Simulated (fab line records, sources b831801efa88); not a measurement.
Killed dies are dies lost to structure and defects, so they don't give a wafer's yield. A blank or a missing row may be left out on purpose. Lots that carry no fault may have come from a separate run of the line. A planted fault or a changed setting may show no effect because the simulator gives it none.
fab line records	flow sky130
record lots=12	wafers=36	last_day=51
route steps=708 shown VT_ADJUST_LVTN@117 VT_ADJUST_NCORE@121 VT_ADJUST_PCH@152 PAD_OPEN@708
lots that met no fault: from a run of the same line without faults
start_h: the number of hours between the record's first day and the start of the first shown wafer of the lot	wait_h: hours since the lot's step before	" the same as in the row above	L1.1+2: a single row standing in for several wafers	- no value, or no start given	* or withheld: withheld	< > ~ a bound
route shown NAME@n: NAME is a module with steps in the file, n the number in the route of the first one	usual: mean/standard deviation of fault-free wafers	same: alike in all rows	chamber/n: place in a boat	sites: each site's reading	_std_site: standard deviation of those values	_edge_site: outer sites' mean less inner sites'	radius_mm: for every site, how far away it sits from the centre of the wafer	mask NAME#n: copy n	behind: the most recent tool/chamber to have shaped the wafer	hold: why the lot went on hold/how many hours it stayed there/how the hold came to an end	device: names the non-switching transistor (n, p or np)	end of line: at the end of the route, the tests of the same wafers	a step without rows: its recipe alone	killed: at the first sort, the dies lost to defects and structure; wafer yield is something else	map: dies across one wafer; x = killed, . = not, _ = none there
set.NAME: the run value of the setting; set.NAME@STEP: its run value at that earlier step	model.NAME: the simulator's own value behind a step, which no gauge read
the route's steps for a sample of lots (tables are steps, rows are wafers)
services: from which hour (start_h, from the record's first day; less than 0 if before it) a tool's chamber was out of use, for how many hours, and why
## steps
# step SKY_VT_ADJUST_LVTN_STRIP_20
# recipe chemistry=O2/N2	power_w=1400	pressure_mtorr=1500	platen_temp_c=withheld	o2_flow_sccm=3000	n2_flow_sccm=300	overash_fraction=0.5
# usual drypump_motor_current_A=6.0/0.58	oes_product_au=0.715/0.0047	strip_time_to_endpoint_s=14.16/0.042
lot.wafer	tool	chamber	start_h	wait_h	drypump_motor_current_A	oes_product_au	rf_hours_counter_h	strip_time_to_endpoint_s
L471.3	plasma_asher-01	1	181.15	0.1	5.6	0.710	-	14.15
L471.4	"	0	"	"	5.1	0.718	-	14.15
L471.6	"	1	"	"	5.6	0.716	-	14.11
L473.1	plasma_asher-03	1	188.47	0.1	6.8	0.715	37	14.18
L473.2	"	0	"	"	5.9	0.716	37	14.14
L473.3	"	1	"	"	6.8	0.723	-	14.15
L475.1	plasma_asher-04	1	204.59	0.1	6.3	0.711	51	14.22
L475.5	"	1	"	"	6.3	0.702	-	14.19
L475.6	"	0	"	"	6.5	0.718	-	14.20
L477.1	plasma_asher-04	0	217.52	0.1	6.5	0.709	52	14.13
L477.4	"	0	"	"	6.5	0.714	-	14.17
L477.6	"	0	"	"	6.5	0.713	-	14.18
L478.1	plasma_asher-03	0	221.89	0.1	5.9	0.712	41	14.15
L478.2	"	1	"	"	6.8	0.718	41	14.13
L478.6	"	0	"	"	5.9	0.714	-	14.15
L479.1	plasma_asher-04	1	232.94	0.1	6.3	0.710	54	14.14
L479.2	"	0	"	"	6.5	0.715	54	14.09
L479.6	"	0	"	"	6.5	0.716	-	14.16
L481.2	plasma_asher-04	0	250.79	0.1	6.5	0.717	55	14.15
L481.3	"	0	"	"	6.5	0.719	-	14.15
L481.5	"	0	"	"	6.5	0.720	-	14.11
L482.4	plasma_asher-04	0	259.15	0.1	6.5	0.714	-	14.18
L482.5	"	0	"	"	6.5	0.707	-	14.14
L482.6	"	1	"	"	6.3	0.715	-	14.11
L483.1	plasma_asher-03	1	264.87	0.1	6.8	0.720	45	14.16
L483.4	"	0	"	"	5.9	0.713	-	14.17
L483.5	"	1	"	"	6.8	0.710	-	14.20
L489.1	plasma_asher-01	0	300.62	0.1	5.1	0.712	16	14.13
L489.5	"	0	"	"	5.1	0.715	-	14.14
L489.6	"	1	"	"	5.6	0.711	-	14.16
L491.1	plasma_asher-01	0	313.47	0.1	5.1	0.720	18	14.19
L491.2	"	1	"	"	5.6	0.710	18	14.20
L491.4	"	0	"	"	5.1	0.711	-	14.21
L493.1	plasma_asher-03	0	326.17	0.1	5.9	0.716	51	14.08
L493.2	"	1	"	"	6.8	0.705	51	14.12
L493.4	"	0	"	"	5.9	0.710	-	14.12
# step SKY_VT_ADJUST_NCORE_COAT_02
# recipe resist=NOVOLAK	spin_rpm=3000	resist_thk_nm=1140
# usual chill_plate_temp_C=23.01/0.1
lot.wafer	tool	chamber	start_h	wait_h	chill_plate_temp_C
L471.3	litho_track-03	0	192.04	0.1	22.79
L471.4	"	0	"	"	22.93
L471.6	"	0	"	"	22.89
L473.1	litho_track-04	0	199.39	0.1	22.97
L473.2	"	0	"	"	22.99
L473.3	"	0	"	"	23.01
L475.1	litho_track-04	0	216.14	0.1	22.91
L475.5	"	0	"	"	22.87
L475.6	"	0	"	"	22.83
L477.1	litho_track-04	0	228.54	0.1	22.96
L477.4	"	0	"	"	22.78
L477.6	"	0	"	"	23.01
L478.1	litho_track-02	0	233.32	0.1	22.95
L478.2	"	0	"	"	23.13
L478.6	"	0	"	"	23.15
L479.1	litho_track-02	0	244.72	0.1	23.01
L479.2	"	0	"	"	23.08
L479.6	"	0	"	"	22.99
L481.2	litho_track-02	0	262.15	0.1	22.97
L481.3	"	0	"	"	22.94
L481.5	"	0	"	"	22.95
L482.4	litho_track-04	0	270.71	0.1	22.90
L482.5	"	0	"	"	23.05
L482.6	"	0	"	"	23.09
L483.1	litho_track-02	0	276.77	0.1	23.16
L483.4	"	0	"	"	22.94
L483.5	"	0	"	"	23.02
L489.1	litho_track-03	0	314.24	0.1	23.04
L489.5	"	0	"	"	23.02
L489.6	"	0	"	"	23.01
L491.1	litho_track-03	0	325.99	0.1	23.18
L491.2	"	0	"	"	23.04
L491.4	"	0	"	"	23.13
L493.1	litho_track-04	0	339.58	0.1	23.01
L493.2	"	0	"	"	22.92
L493.4	"	0	"	"	23.09
# step SKY_VT_ADJUST_NCORE_STRIP_10
# recipe chemistry=O2/N2	power_w=1400	pressure_mtorr=1500	platen_temp_c=withheld	o2_flow_sccm=3000	n2_flow_sccm=300	overash_fraction=0.5
# usual drypump_motor_current_A=6.2/0.43	oes_product_au=0.715/0.0047	strip_time_to_endpoint_s=14.17/0.037
lot.wafer	tool	chamber	start_h	wait_h	drypump_motor_current_A	oes_product_au	rf_hours_counter_h	strip_time_to_endpoint_s
L471.3	plasma_asher-02	0	204.26	0.1	5.4	0.723	-	14.20
L471.4	"	1	"	"	5.9	0.717	-	14.17
L471.6	"	0	"	"	5.4	0.712	-	14.18
L473.1	plasma_asher-04	0	211.74	0.1	6.5	0.712	51	14.11
L473.2	"	1	"	"	6.3	0.718	51	14.13
L473.3	"	0	"	"	6.5	0.706	-	14.11
L475.1	plasma_asher-03	0	227.89	0.1	5.9	0.711	42	14.19
L475.5	"	1	"	"	6.8	0.717	-	14.17
L475.6	"	0	"	"	5.9	0.712	-	14.16
L477.1	plasma_asher-04	1	241.48	0.1	6.3	0.715	54	14.16
L477.4	"	1	"	"	6.3	0.706	-	14.12
L477.6	"	0	"	"	6.5	0.711	-	14.13
L478.1	plasma_asher-03	0	245.99	0.1	5.9	0.715	44	14.17
L478.2	"	1	"	"	6.8	0.715	44	14.18
L478.6	"	0	"	"	5.9	0.710	-	14.21
L479.1	plasma_asher-02	0	257.69	0.1	5.5	0.719	54	14.20
L479.2	"	1	"	"	5.9	0.722	54	14.18
L479.6	"	0	"	"	5.5	0.718	-	14.22
L481.2	plasma_asher-02	0	274.83	0.1	5.5	0.714	56	14.59
L481.3	"	1	"	"	5.9	0.723	-	14.59
L481.5	"	0	"	"	5.5	0.719	-	14.59
L482.4	plasma_asher-02	1	283.42	0.1	5.9	0.709	-	14.13
L482.5	"	1	"	"	5.9	0.708	-	14.10
L482.6	"	0	"	"	5.5	0.715	-	14.13
L483.1	plasma_asher-02	1	289.51	0.1	5.9	0.711	57	14.60
L483.4	"	1	"	"	5.9	0.711	-	14.56
L483.5	"	0	"	"	5.5	0.715	-	14.55
L489.1	plasma_asher-04	0	327.38	0.1	6.5	0.721	63	14.22
L489.5	"	0	"	"	6.5	0.716	-	14.16
L489.6	"	1	"	"	6.3	0.708	-	14.18
L491.1	plasma_asher-04	0	340.58	0.1	6.5	0.714	64	14.17
L491.2	"	1	"	"	6.3	0.714	64	14.14
L491.4	"	0	"	"	6.5	0.717	-	14.16
L493.1	plasma_asher-03	1	353.69	0.1	6.8	0.718	54	14.18
L493.2	"	0	"	"	5.9	0.710	54	14.21
L493.4	"	0	"	"	5.9	0.714	-	14.17
# step SKY_VT_ADJUST_PCH_STRIP_09
# recipe chemistry=O2/N2	power_w=1400	pressure_mtorr=1500	platen_temp_c=withheld	o2_flow_sccm=3000	n2_flow_sccm=300	overash_fraction=0.5
# usual drypump_motor_current_A=5.7/0.51	oes_product_au=0.723/0.0049	strip_time_to_endpoint_s=36.90/0.11
lot.wafer	tool	chamber	start_h	wait_h	drypump_motor_current_A	oes_product_au	rf_hours_counter_h	strip_time_to_endpoint_s
L471.3	plasma_asher-01	1	251.53	0.1	5.6	0.721	-	36.95
L471.4	"	0	"	"	5.1	0.720	-	36.85
L471.6	"	1	"	"	5.6	0.722	-	36.96
L473.1	plasma_asher-02	0	259.49	0.1	5.5	0.720	55	36.97
L473.2	"	1	"	"	6.0	0.725	55	36.91
L473.3	"	1	"	"	5.9	0.725	-	36.96
L475.1	plasma_asher-02	1	276.66	0.1	6.0	0.724	56	36.97
L475.5	"	1	"	"	5.9	0.724	-	37.02
L475.6	"	0	"	"	5.5	0.731	-	37.11
L477.1	plasma_asher-01	0	290.36	0.1	5.1	0.717	15	37.16
L477.4	"	0	"	"	5.1	0.713	-	37.16
L477.6	"	0	"	"	5.1	0.722	-	37.17
L478.1	plasma_asher-03	1	295.71	0.1	6.8	0.726	49	36.83
L478.2	"	0	"	"	5.9	0.727	49	37.05
L478.6	"	1	"	"	6.8	0.718	-	36.97
L479.1	plasma_asher-02	0	308.22	0.1	5.5	0.711	58	36.93
L479.2	"	1	"	"	5.9	0.716	58	37.00
L479.6	"	1	"	"	6.0	0.727	-	36.96
L481.2	plasma_asher-01	1	326.82	0.1	5.6	0.720	19	36.86
L481.3	"	1	"	"	5.6	0.732	-	36.85
L481.5	"	0	"	"	5.1	0.720	-	36.86
L482.4	plasma_asher-02	0	336.73	0.1	5.5	0.720	-	36.86
L482.5	"	0	"	"	5.5	0.723	-	36.79
L482.6	"	1	"	"	6.0	0.726	-	36.91
L483.1	plasma_asher-03	1	343.01	0.1	6.8	0.714	53	36.82
L483.4	"	0	"	"	5.9	0.725	-	36.84
L483.5	"	0	"	"	5.9	0.722	-	36.88
L489.1	plasma_asher-01	0	384.79	0.1	5.1	0.725	25	36.75
L489.5	"	0	"	"	5.1	0.721	-	36.73
L489.6	"	1	"	"	5.6	0.730	-	36.71
L491.1	plasma_asher-01	0	398.91	0.1	5.1	0.735	27	36.80
L491.2	"	1	"	"	5.6	0.713	27	36.72
L491.4	"	1	"	"	5.6	0.718	-	36.78
L493.1	plasma_asher-01	0	412.99	0.1	5.1	0.722	28	36.70
L493.2	"	1	"	"	5.6	0.720	28	36.81
L493.4	"	1	"	"	5.6	0.718	-	36.76
# step SKY_VT_ADJUST_PCH_TW_MEAS_10
# usual VT_ADJUST_PCH_TW=142.2/1.8
lot.wafer	tool	chamber	start_h	wait_h	VT_ADJUST_PCH_TW
L471.3	film_metro-02	-	251.61	0.1	144.0
L471.4	"	-	"	"	144.1
L471.6	"	-	"	"	144.2
L473.1	film_metro-01	-	259.59	0.1	141.0
L473.2	"	-	"	"	141.4
L473.3	"	-	"	"	140.6
L475.1	film_metro-01	-	276.76	0.1	140.3
L475.5	"	-	"	"	140.6
L475.6	"	-	"	"	140.6
L477.1	film_metro-02	-	290.46	0.1	145.0
L477.4	"	-	"	"	144.5
L477.6	"	-	"	"	145.3
L478.1	film_metro-02	-	295.81	0.1	143.9
L478.2	"	-	"	"	144.4
L478.6	"	-	"	"	144.2
L479.1	film_metro-01	-	308.32	0.1	142.4
L479.2	"	-	"	"	140.2
L479.6	"	-	"	"	141.3
L481.2	film_metro-01	-	326.93	0.1	141.8
L481.3	"	-	"	"	140.9
L481.5	"	-	"	"	141.8
L482.4	film_metro-03	-	336.82	0.1	140.3
L482.5	"	-	"	"	139.5
L482.6	"	-	"	"	140.1
L483.1	film_metro-02	-	343.11	0.1	144.1
L483.4	"	-	"	"	144.4
L483.5	"	-	"	"	143.9
L489.1	film_metro-01	-	384.89	0.1	139.9
L489.5	"	-	"	"	140.3
L489.6	"	-	"	"	140.3
L491.1	film_metro-01	-	399.01	0.1	140.4
L491.2	"	-	"	"	140.6
L491.4	"	-	"	"	140.1
L493.1	film_metro-01	-	413.09	0.1	140.7
L493.2	"	-	"	"	140.5
L493.4	"	-	"	"	140.6
# step SKY_PAD_OPEN_PROBE_99
# usual killed_at_M0_to_M3=43/6.4	killed_at_M4_up=3.2/1.8	killed_at_contacts=25/5.5	killed_at_front_end=16/5.2	killed_at_other=0.3/0.49	killed_dies=88/10	killed_open=48/7	killed_short=40/7.1
# same gross_dies=492	killed_at_back_side=0
lot.wafer	tool	chamber	start_h	wait_h	killed_at_M0_to_M3	killed_at_M4_up	killed_at_contacts	killed_at_front_end	killed_at_other	killed_dies	killed_open	killed_short
L471.3	prober-02	-	1104.30	0.2	53	3	16	13	0	85	54	31
L471.4	prober-02	-	1104.35	0.2	43	2	27	11	0	83	40	43
L471.6	prober-02	-	1104.45	0.2	32	5	18	22	0	77	45	32
L473.1	prober-01	-	1112.39	0.1	46	3	25	15	0	89	49	40
L473.2	prober-01	-	1112.44	0.1	48	3	20	9	0	80	45	35
L473.3	prober-01	-	1112.49	0.2	33	8	26	16	1	84	41	43
L475.1	prober-02	-	1126.74	0.1	44	3	20	19	0	86	51	35
L475.5	prober-02	-	1126.94	0.2	51	1	21	16	2	91	52	39
L475.6	prober-02	-	1126.99	0.2	44	3	23	31	1	102	62	40
L477.1	prober-02	-	1136.94	0.1	47	6	28	20	1	102	52	50
L477.4	prober-02	-	1137.09	0.2	41	5	24	21	0	91	45	46
L477.6	prober-02	-	1137.19	0.2	49	4	25	13	1	92	46	46
L478.1	prober-01	-	1140.17	0.1	43	1	19	21	1	85	43	42
L478.2	prober-01	-	1140.22	0.1	42	3	16	15	0	76	40	36
L478.6	prober-01	-	1140.42	0.2	49	4	17	17	0	87	36	51
L479.1	prober-02	-	1150.15	0.1	48	2	25	15	0	90	48	42
L479.2	prober-02	-	1150.20	0.1	57	5	34	12	1	109	56	53
L479.6	prober-02	-	1150.40	0.2	41	3	24	13	0	81	48	33
L481.2	prober-02	-	1161.95	0.1	47	3	24	16	0	90	55	35
L481.3	prober-02	-	1162.00	0.2	38	3	25	16	0	82	51	31
L481.5	prober-02	-	1162.10	0.2	45	1	23	13	0	82	47	35
L482.4	prober-01	-	1171.79	0.2	48	3	32	24	0	107	51	56
L482.5	prober-01	-	1171.84	0.2	41	6	29	12	0	88	49	39
L482.6	prober-01	-	1171.89	0.2	40	1	29	13	1	84	46	38
L483.1	prober-01	-	1174.35	0.1	46	3	23	7	1	80	48	32
L483.4	prober-01	-	1174.50	0.2	38	3	37	23	1	102	58	44
L483.5	prober-01	-	1174.55	0.2	36	3	27	15	1	82	43	39
L489.1	prober-01	-	1198.45	0.1	47	4	27	15	0	93	50	43
L489.5	prober-01	-	1198.65	0.2	36	4	19	11	0	70	40	30
L489.6	prober-01	-	1198.70	0.2	52	3	29	12	0	96	52	44
L491.1	prober-02	-	1210.25	0.1	33	2	22	13	0	70	35	35
L491.2	prober-02	-	1210.30	0.1	41	1	21	10	0	73	41	32
L491.4	prober-02	-	1210.40	0.2	40	1	21	17	0	79	51	28
L493.1	prober-01	-	1211.91	0.1	42	4	32	18	0	96	55	41
L493.2	prober-01	-	1211.96	0.1	45	6	32	32	1	116	50	66
L493.4	prober-01	-	1212.06	0.2	51	5	29	15	0	100	60	40
# killed by level:class
L471.3 VIA1:geometric_particle:open=15 VIA2:geometric_particle:open=9 VIA3:geometric_particle:open=7 LI_CONTACT:geometric_particle:open=5 POLY_GATE:geometric_particle:open=4 CONTACT:geometric_particle:open=4 METAL3:geometric_particle:short=4 POLY_GATE:geometric_particle:short=3
L471.4 VIA1:geometric_particle:open=10 VIA1:geometric_particle:short=9 LOCAL_INTERCONNECT:geometric_particle:short=9 LI_CONTACT:geometric_particle:open=8 CONTACT:geometric_particle:open=7 METAL1:geometric_particle:short=6 VIA3:geometric_particle:short=6 VIA2:geometric_particle:open=4
L471.6 VIA1:geometric_particle:open=15 LOCAL_INTERCONNECT:geometric_particle:short=8 POLY_GATE:geometric_particle:short=6 FIELD_ISO:geometric_particle:open=5 VIA3:geometric_particle:open=5 POLY_GATE:geometric_particle:open=4 LI_CONTACT:geometric_particle:open=4 CONTACT:geometric_particle:open=4
L473.1 VIA1:geometric_particle:open=14 VIA2:geometric_particle:open=8 CONTACT:geometric_particle:open=7 VIA1:geometric_particle:short=7 LI_CONTACT:geometric_particle:short=6 VIA3:geometric_particle:open=6 METAL1:geometric_particle:short=5 LI_CONTACT:geometric_particle:open=5
L473.2 VIA1:geometric_particle:open=12 LI_CONTACT:geometric_particle:open=7 VIA1:geometric_particle:short=7 VIA2:geometric_particle:open=6 CONTACT:geometric_particle:open=5 METAL1:geometric_particle:short=5 VIA3:geometric_particle:open=5 METAL3:geometric_particle:short=4
L473.3 VIA3:geometric_particle:open=10 CONTACT:geometric_particle:open=8 LI_CONTACT:geometric_particle:open=7 METAL4:geometric_particle:short=7 FIELD_ISO:geometric_particle:short=6 LOCAL_INTERCONNECT:geometric_particle:short=5 VIA1:geometric_particle:open=4 FIELD_ISO:geometric_particle:open=3
L475.1 CONTACT:geometric_particle:open=14 VIA1:geometric_particle:open=11 VIA1:geometric_particle:short=6 FIELD_ISO:geometric_particle:open=5 FIELD_ISO:geometric_particle:short=5 METAL3:geometric_particle:short=5 VIA2:geometric_particle:open=4 VIA3:geometric_particle:open=4
L475.5 VIA1:geometric_particle:open=17 CONTACT:geometric_particle:open=12 VIA1:geometric_particle:short=11 FIELD_ISO:geometric_particle:open=6 FIELD_ISO:geometric_particle:short=5 LI_CONTACT:geometric_particle:open=5 VIA2:geometric_particle:open=5 VIA2:geometric_particle:short=4
L475.6 VIA1:geometric_particle:open=17 FIELD_ISO:geometric_particle:short=8 CONTACT:geometric_particle:open=8 LI_CONTACT:geometric_particle:open=7 VIA3:geometric_particle:open=7 FIELD_ISO:geometric_particle:open=6 POLY_GATE:geometric_particle:open=5 VIA2:geometric_particle:open=5
L477.1 CONTACT:geometric_particle:short=10 VIA3:geometric_particle:open=10 METAL1:geometric_particle:short=8 VIA1:geometric_particle:open=8 CONTACT:geometric_particle:open=8 VIA2:geometric_particle:open=6 LOCAL_INTERCONNECT:geometric_particle:short=5 FIELD_ISO:geometric_particle:open=4
L477.4 CONTACT:geometric_particle:open=10 VIA1:geometric_particle:open=8 POLY_GATE:geometric_particle:short=6 LI_CONTACT:geometric_particle:open=6 METAL1:geometric_particle:short=6 METAL2:geometric_particle:short=5 VIA1:geometric_particle:short=5 VIA2:geometric_particle:open=5
L477.6 VIA1:geometric_particle:open=12 METAL2:geometric_particle:short=10 CONTACT:geometric_particle:open=8 LI_CONTACT:geometric_particle:open=7 VIA3:geometric_particle:open=6 POLY_GATE:geometric_particle:short=5 CONTACT:geometric_particle:short=5 VIA2:geometric_particle:open=5
L478.1 VIA1:geometric_particle:open=11 POLY_GATE:geometric_particle:short=6 LI_CONTACT:geometric_particle:open=6 METAL1:geometric_particle:short=6 VIA1:geometric_particle:short=5 FIELD_ISO:geometric_particle:open=4 CONTACT:geometric_particle:short=4 CONTACT:geometric_particle:open=4
L478.2 VIA1:geometric_particle:open=11 LOCAL_INTERCONNECT:geometric_particle:short=6 CONTACT:geometric_particle:open=6 VIA3:geometric_particle:open=5 METAL1:geometric_particle:short=5 CONTACT:geometric_particle:short=4 FIELD_ISO:geometric_particle:open=4 FIELD_ISO:geometric_particle:short=4
L478.6 METAL1:geometric_particle:short=11 VIA1:geometric_particle:open=8 POLY_GATE:geometric_particle:short=6 VIA1:geometric_particle:short=6 METAL2:geometric_particle:short=5 VIA3:geometric_particle:open=5 LI_CONTACT:geometric_particle:open=4 LOCAL_INTERCONNECT:geometric_particle:short=4
L479.1 VIA1:geometric_particle:open=12 VIA2:geometric_particle:open=8 POLY_GATE:geometric_particle:short=7 LI_CONTACT:geometric_particle:open=7 LOCAL_INTERCONNECT:geometric_particle:short=7 CONTACT:geometric_particle:open=5 METAL1:geometric_particle:short=5 METAL2:geometric_particle:short=5
L479.2 VIA1:geometric_particle:open=14 LI_CONTACT:geometric_particle:open=9 METAL2:geometric_particle:short=9 VIA3:geometric_particle:open=8 LI_CONTACT:geometric_particle:short=7 LOCAL_INTERCONNECT:geometric_particle:short=7 METAL1:geometric_particle:short=7 CONTACT:geometric_particle:open=6
L479.6 VIA1:geometric_particle:open=9 CONTACT:geometric_particle:open=8 LI_CONTACT:geometric_particle:open=7 FIELD_ISO:geometric_particle:open=6 CONTACT:geometric_particle:short=6 VIA2:geometric_particle:open=6 VIA3:geometric_particle:open=6 VIA1:geometric_particle:short=5
L481.2 VIA1:geometric_particle:open=13 VIA2:geometric_particle:open=9 CONTACT:geometric_particle:open=9 LI_CONTACT:geometric_particle:open=7 METAL1:geometric_particle:short=7 CONTACT:geometric_particle:short=5 FIELD_ISO:geometric_particle:open=4 VIA2:geometric_particle:short=4
L481.3 CONTACT:geometric_particle:open=9 POLY_GATE:geometric_particle:open=7 VIA1:geometric_particle:short=7 CONTACT:geometric_particle:short=6 VIA1:geometric_particle:open=6 LI_CONTACT:geometric_particle:open=5 VIA2:geometric_particle:open=5 VIA3:geometric_particle:open=4
L481.5 VIA2:geometric_particle:open=9 LI_CONTACT:geometric_particle:open=7 VIA1:geometric_particle:open=7 CONTACT:geometric_particle:open=7 VIA1:geometric_particle:short=6 METAL2:geometric_particle:short=5 FIELD_ISO:geometric_particle:short=4 SPACER:geometric_particle:open=4
L482.4 CONTACT:geometric_particle:open=11 LI_CONTACT:geometric_particle:open=9 CONTACT:geometric_particle:short=8 METAL1:geometric_particle:short=7 POLY_GATE:geometric_particle:short=6 VIA1:geometric_particle:open=6 VIA2:geometric_particle:open=6 FIELD_ISO:geometric_particle:short=5
L482.5 CONTACT:geometric_particle:open=13 VIA1:geometric_particle:open=12 LI_CONTACT:geometric_particle:open=7 CONTACT:geometric_particle:short=6 METAL1:geometric_particle:short=5 VIA1:geometric_particle:short=5 FIELD_ISO:geometric_particle:short=4 METAL2:geometric_particle:short=4
L482.6 CONTACT:geometric_particle:open=11 LI_CONTACT:geometric_particle:open=9 VIA1:geometric_particle:open=8 METAL1:geometric_particle:short=7 CONTACT:geometric_particle:short=7 VIA2:geometric_particle:open=6 METAL2:geometric_particle:short=4 VIA3:geometric_particle:short=4
L483.1 VIA1:geometric_particle:open=16 LI_CONTACT:geometric_particle:open=10 VIA2:geometric_particle:open=8 METAL2:geometric_particle:short=7 CONTACT:geometric_particle:open=6 FIELD_ISO:geometric_particle:open=3 LI_CONTACT:geometric_particle:short=3 LOCAL_INTERCONNECT:geometric_particle:short=3
L483.4 CONTACT:geometric_particle:open=15 LI_CONTACT:geometric_particle:open=11 FIELD_ISO:geometric_particle:short=9 VIA3:geometric_particle:open=9 FIELD_ISO:geometric_particle:open=6 CONTACT:geometric_particle:short=6 VIA1:geometric_particle:open=6 VIA1:geometric_particle:short=5
L483.5 CONTACT:geometric_particle:open=11 METAL1:geometric_particle:short=9 VIA1:geometric_particle:open=7 CONTACT:geometric_particle:short=5 VIA2:geometric_particle:open=5 POLY_GATE:geometric_particle:open=4 LI_CONTACT:geometric_particle:open=4 METAL2:geometric_particle:short=4
L489.1 LI_CONTACT:geometric_particle:open=13 VIA2:geometric_particle:open=10 VIA1:geometric_particle:open=10 METAL1:geometric_particle:short=7 LI_CONTACT:geometric_particle:short=6 FIELD_ISO:geometric_particle:open=5 VIA3:geometric_particle:short=5 POLY_GATE:geometric_particle:short=4
L489.5 CONTACT:geometric_particle:open=11 VIA1:geometric_particle:open=8 METAL1:geometric_particle:short=6 FIELD_ISO:geometric_particle:open=5 VIA1:geometric_particle:short=5 LI_CONTACT:geometric_particle:open=4 VIA3:geometric_particle:open=4 VIA2:geometric_particle:open=3
L489.6 VIA2:geometric_particle:open=13 VIA1:geometric_particle:open=12 METAL1:geometric_particle:short=10 CONTACT:geometric_particle:short=8 LI_CONTACT:geometric_particle:open=7 CONTACT:geometric_particle:open=7 LOCAL_INTERCONNECT:geometric_particle:short=5 METAL2:geometric_particle:short=4
L491.1 FIELD_ISO:geometric_particle:open=6 CONTACT:geometric_particle:short=6 LI_CONTACT:geometric_particle:open=5 VIA1:geometric_particle:open=5 CONTACT:geometric_particle:open=4 METAL2:geometric_particle:short=4 VIA3:geometric_particle:short=4 METAL3:geometric_particle:short=4
L491.2 CONTACT:geometric_particle:open=8 VIA1:geometric_particle:open=8 METAL1:geometric_particle:short=7 VIA2:geometric_particle:open=7 VIA3:geometric_particle:open=6 LI_CONTACT:geometric_particle:short=5 METAL3:geometric_particle:short=4 VIA3:geometric_particle:short=4
L491.4 VIA2:geometric_particle:open=11 CONTACT:geometric_particle:open=9 FIELD_ISO:geometric_particle:open=7 LOCAL_INTERCONNECT:geometric_particle:short=5 METAL2:geometric_particle:open=5 METAL1:geometric_particle:short=4 LI_CONTACT:geometric_particle:open=4 VIA1:geometric_particle:open=4
L493.1 VIA1:geometric_particle:open=10 LI_CONTACT:geometric_particle:open=9 CONTACT:geometric_particle:open=9 CONTACT:geometric_particle:short=9 VIA2:geometric_particle:open=8 FIELD_ISO:geometric_particle:open=7 FIELD_ISO:geometric_particle:short=6 METAL2:geometric_particle:short=6
L493.2 FIELD_ISO:geometric_particle:short=13 LI_CONTACT:geometric_particle:open=12 METAL2:geometric_particle:short=9 VIA1:geometric_particle:open=9 POLY_GATE:geometric_particle:short=8 FIELD_ISO:geometric_particle:open=6 CONTACT:geometric_particle:short=6 CONTACT:geometric_particle:open=6
L493.4 CONTACT:geometric_particle:open=16 VIA1:geometric_particle:open=14 VIA2:geometric_particle:open=8 METAL2:geometric_particle:short=7 CONTACT:geometric_particle:short=6 VIA3:geometric_particle:open=6 VIA2:geometric_particle:short=5 POLY_GATE:geometric_particle:short=4
## services
tool	chamber	start_h	hours	kind
plasma_asher-01	-	182.78	4.0	pm
plasma_asher-01	-	203.59	14.6	pm
plasma_asher-02	-	291.65	14.6	pm
plasma_asher-04	-	299.81	2.1	repair
plasma_asher-02	-	312.03	0.9	repair
plasma_asher-03	-	312.41	5.4	pm
plasma_asher-01	-	358.04	7.4	repair
plasma_asher-03	-	361.50	2.8	pm
plasma_asher-03	-	370.76	1.7	repair
plasma_asher-02	-	379.57	15.6	pm
plasma_asher-03	-	383.80	5.9	repair
plasma_asher-02	-	397.34	2.3	repair
plasma_asher-02	-	406.27	2.1	repair
plasma_asher-03	-	408.27	3.1	repair
## key
first_sign step=SKY_VT_ADJUST_NCORE_STRIP_10	reading=strip_time_to_endpoint_s	direction=up	sigmas=11	usual=*	struck=*
effect none on later readings
met_at SKY_VT_ADJUST_NCORE_COAT_02
struck_lots L481,L483
tester_left_out L481,L483
not_acting_at SKY_VT_ADJUST_LVTN_STRIP_20,SKY_VT_ADJUST_PCH_STRIP_09,SKY_VT_ADJUST_PCH_TW_MEAS_10
onset_between 244.72 262.15
fault kind=process_parameter_drift	tool=litho_track-02	chamber=-	onset_h=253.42	steps=SKY_VT_ADJUST_NCORE_COAT_02	channel=resist_thk_nm	offset=34.816	shape=step	end_h=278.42	acts_in=these_recipes_only	stated=1140
# tester_left_out: of these lots the tester's yield and bins aren't shown, on N5 and GAA mostly nor the transistor test; their killed dies are dies lost to structure and defects alone, not to doping, threshold or leakage, so they don't give the yield
